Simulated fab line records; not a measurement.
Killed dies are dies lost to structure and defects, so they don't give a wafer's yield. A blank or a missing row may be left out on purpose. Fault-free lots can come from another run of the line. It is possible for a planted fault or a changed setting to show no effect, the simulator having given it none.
Problem report, 8D (eight disciplines) form, completed by code -- flow sky130 -- the parts of the form that need people (team, actions taken, sign-off) are left out

1. THE PROBLEM
At SKY_METAL5_METAL_ETCH_15, oes-product-au averages 0.856 a.u. over 4 wafers from 3 lots, while fault-free wafers read 0.895 a.u., standard deviation 0.0049. That puts it -7.9 standard deviations away from the usual mean.
The step: etches the open film in Cl2/BCl3, stops on SiO2, target depth 1260 nm, time 252 s.
First seen on wafer L974.2, day 47 01:05, on rie-metal-02. At this step, 31 wafers from 11 lots have a number in the record. The rule behind "out" and "out of limits": a value lying over 4 standard deviations away from the usual mean. All remaining wafers that have a number are taken as sound.

2. WHAT IT IS, AND WHAT IT ISN'T
question,is,is not
which readings at this step,oes-product-au,drypump-motor-current-A
which lots,"L974, L978, L979","L961, L962, L966, L968, L970, L980, L981, L984"
which wafers of those lots,"L974.2, L974.5, L978.2, L979.5","L974.1, L978.3, L979.3"
read on which tools,rie-metal-02,"rie-metal-01, rie-metal-03"
when,from day 47 01:05,"up to then (16 sound wafers); but 11 sound wafers of L978, L979, L980, L981, L984 came after"

3. THE SUSPECTS, EACH WITH WHAT RULES IT OUT
Counting: a tool at a process step up to the reading stays a suspect if it ran every lot that is out. Sound lots after the first of them don't rule it out here, since some wafers of a struck lot are sound.
- rie-metal-02 at SKY_METAL5_METAL_ETCH_15 (etches the open film in Cl2/BCl3, stops on SiO2, target depth 1260 nm, time 252 s): kept. Ran every lot that is out, first one L974 (day 47 01:05); last sound lot up to then L970 (day 46 05:17). Its own oes-product-au readings are out on those wafers.
The count leaves rie-metal-02 at SKY_METAL5_METAL_ETCH_15.

4. THE CAUSE (what the simulator had put in)
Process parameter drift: rie-metal-02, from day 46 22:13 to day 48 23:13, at SKY_METAL5_METAL_ETCH_15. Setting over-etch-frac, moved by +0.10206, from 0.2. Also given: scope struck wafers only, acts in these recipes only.
Only this tool survived the counting.

5. THE CHAIN OF EFFECTS, in route order
One row per reading whose mean, taken over the struck wafers that have a number, lies over 3 standard deviations from the usual. Readings are gone through only where the record gives a usual standard deviation; hours: the median, over the lots, of the time from a lot's start at the first step in this table giving one to that lot's start at this step; sigmas: the change measured in usual standard deviations.
hours,step,reading,usual,on struck wafers,change,sigmas
0,SKY_METAL5_METAL_ETCH_15,oes-product-au,0.895 a.u.,0.856,-0.039,-7.9
0,SKY_METAL5_STRIP_16,strip-time-to-endpoint-s,12.99 s,11.84,-1.15,-4.3
Its process steps:
- SKY_METAL5_METAL_ETCH_15: etches the open film in Cl2/BCl3, stops on SiO2, target depth 1260 nm, time 252 s.
- SKY_METAL5_STRIP_16: strips in O2/N2.

6. WHAT WOULD HAVE CAUGHT IT SOONER
In this record the first reading out of limits was taken at day 47 01:05, 3 hours after the fault began at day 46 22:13.
